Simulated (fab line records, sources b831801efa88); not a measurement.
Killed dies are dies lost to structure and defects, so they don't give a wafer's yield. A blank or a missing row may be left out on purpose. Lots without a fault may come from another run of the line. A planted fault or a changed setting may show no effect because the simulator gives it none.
A struck lot beside a sound one | flow sky130 | 25 steps out of a route of 708
Sound: wafers L284.1, L284.3, L284.5. Struck: wafers L292.3, L292.6. The cause comes at the end.
At each step with rows: each side's tool, then ch and its chambers, then its first start. Under that, the readings that differ: sound wafers | struck wafers | difference of the means | sigmas: that difference in standard deviations of wafers without a fault.
alike: readings whose means differ by less than 2 such deviations, and words and numbers that are the same on both sides. not compared: withheld readings, readings that some wafer has no value for, bounds like >300 that may hide the same value, and numbers for which the record gives no deviation and whose values overlap.
The two part at a step that has a row with sigmas, a row that says differs or no value, or rows on one side only. Numbers that don't overlap but have no deviation are shown without sigmas and don't part them. A reading that every wafer of one side lacks parts them only if that side has two wafers or more.

first, 1 step without rows for these wafers: SKY_LI_CONTACT_PRE_CLEAN_18 (time 5.6 s).
SKY_LI_CONTACT_SPUTTER_19: material Ti, target thk 20 nm, time 106.37 s.
  sound on pvd_sputter-02, day 31 10:14; struck on pvd_sputter-02, day 33 23:49
  alike: throttle_valve_pct
then, 1 step without rows for these wafers: SKY_LI_CONTACT_SPUTTER_20 (material TiN, target thk 20 nm, time 80 s).
SKY_LI_CONTACT_CVD_21: deposits W, target thk 400 nm, time 120.56 s.
  sound on cvd_w-01 ch 0,1, day 31 10:22; struck on cvd_w-02 ch 0,1, day 34 00:00
  reading                  | sound       | struck  | difference | sigmas
  heater_power_outer_w (W) | 530 530 542 | 559 571 | +31        | +2
  heater_power_w (W)       | 849 828 833 | 910 907 | +72        | +2
  alike: susceptor_temp_C
SKY_LI_CONTACT_RS_MEAS_22: measures by four-point-probe.
  sound on film_metro-04, day 31 10:30; struck on film_metro-02, day 34 00:07
  alike: LI_CONTACT_W_RS
SKY_LI_CONTACT_THK_MEAS_23: measures by xrf.
  sound on film_metro-04, day 31 10:37; struck on film_metro-02, day 34 00:13
  alike: LI_CONTACT_W_THK
SKY_LI_CONTACT_CMP_24: polishes, stops on PSG, t overpolish 20 s, target thk 0 nm.
  sound on cmp-02 ch 0,1,2, day 31 10:44; struck on cmp-02 ch 3, day 34 00:16
  alike: motor_current_A, overpolish_run_s, time_to_endpoint_s
SKY_LOCAL_INTERCONNECT_SPUTTER_00: material TiN, target thk 100 nm, time 83.3 s.
  sound on pvd_sputter-02, day 31 10:59; struck on pvd_sputter-03, day 34 00:34
  alike: susceptor_temp_C, throttle_valve_pct
SKY_LOCAL_INTERCONNECT_RS_MEAS_01: measures by four-point-probe.
  sound on film_metro-03, day 31 11:02; struck on film_metro-04, day 34 00:40
  alike: LOCAL_INTERCONNECT_TIN_RS
SKY_LOCAL_INTERCONNECT_THK_MEAS_02: measures by xrf.
  sound on film_metro-03, day 31 11:10; struck on film_metro-04, day 34 00:46
  alike: LOCAL_INTERCONNECT_TIN_THK
then, 2 steps without rows for these wafers: SKY_LOCAL_INTERCONNECT_DEHYDRATE_03 (time 60 s); SKY_LOCAL_INTERCONNECT_HMDS_04 (prime time 60 s).
SKY_LOCAL_INTERCONNECT_COAT_05: resist thk 60 nm.
  sound on litho_track-04 ch 0, day 32 00:59; struck on litho_track-04 ch 0, day 34 13:53
  alike: spin_speed_rpm
then, 5 steps without rows for these wafers: SKY_LOCAL_INTERCONNECT_COAT_06 (resist thk 450 nm); SKY_LOCAL_INTERCONNECT_SOFTBAKE_07 (time 90 s); SKY_LOCAL_INTERCONNECT_EXPOSE_08 (exposes mask LI1M, target cd 170 nm); SKY_LOCAL_INTERCONNECT_PEB_09; SKY_LOCAL_INTERCONNECT_DEVELOP_10 (develop time 60 s).
SKY_LOCAL_INTERCONNECT_CD_MEAS_11: target cd 170 nm.
  sound on cd_sem-02, day 32 14:46; struck on cd_sem-01, day 35 03:57
  reading    | sound             | struck      | difference | sigmas
  cd_nm (nm) | 172.6 172.7 172.7 | 169.3 169.8 | -3.1       | -2
SKY_LOCAL_INTERCONNECT_OVL_MEAS_12:
  sound on overlay-01, day 32 14:53; struck on overlay-01, day 35 04:03
  reading                     | sound  | struck  | difference | sigmas
  LOCAL_INTERCONNECT_OVL (nm) | 3 5 12 | -14 -12 | -20        | -3
SKY_LOCAL_INTERCONNECT_ETCH_13: etches BARC in N2/H2, stops on SiO2, time 45.9 s, target depth 60 nm.
  sound on rie_metal-04 ch 1, day 32 14:55; struck on rie_metal-03 ch 0,1, day 35 04:05
  reading                  | sound             | struck      | difference | sigmas
  oes_product_au (a.u.)    | 0.855 0.848 0.858 | 0.901 0.888 | +0.041     | +9
  model.etch.depth_nm (nm) | 59.86 60 59.91    | 65.28 65.04 | +5.24      |
  alike: chamber_pressure_mTorr, drypump_motor_current_A, throttle_valve_pct
  not compared: rf_hours_counter_h
SKY_LOCAL_INTERCONNECT_METAL_ETCH_14: etches TiN in Cl2/BCl3, stops on PSG, target depth 110 nm, time 31.4 s.
  sound on rie_metal-04 ch 1, day 32 14:59; struck on rie_metal-03 ch 0,1, day 35 04:09
  reading               | sound             | struck      | difference | sigmas
  bcl3_flow_sccm (sccm) | 29.99 30.14 30.20 | 29.86 29.95 | -0.20      | -2
  alike: chamber_pressure_mTorr, drypump_motor_current_A, oes_product_au, throttle_valve_pct
  not compared: rf_hours_counter_h
SKY_LOCAL_INTERCONNECT_STRIP_15: strips in O2/N2.
  sound on plasma_asher-03 ch 0,1, day 32 15:02; struck on plasma_asher-01 ch 1, day 35 04:13
  reading                      | sound             | struck      | difference | sigmas
  strip_time_to_endpoint_s (s) | 4.780 4.774 4.778 | 4.876 4.819 | +0.070     | +3
  alike: chamber_pressure_mTorr, drypump_motor_current_A, oes_product_au
  not compared: rf_hours_counter_h
then, 2 steps without rows for these wafers: SKY_LOCAL_INTERCONNECT_STRIP_16 (strips in post etch residue remover, time 1200 s); SKY_PAD_OPEN_PROBE_99.

WHERE THEY PART
First at SKY_LI_CONTACT_CVD_21; last, within this record, at SKY_LOCAL_INTERCONNECT_STRIP_15.

WHY: what the simulator had put in
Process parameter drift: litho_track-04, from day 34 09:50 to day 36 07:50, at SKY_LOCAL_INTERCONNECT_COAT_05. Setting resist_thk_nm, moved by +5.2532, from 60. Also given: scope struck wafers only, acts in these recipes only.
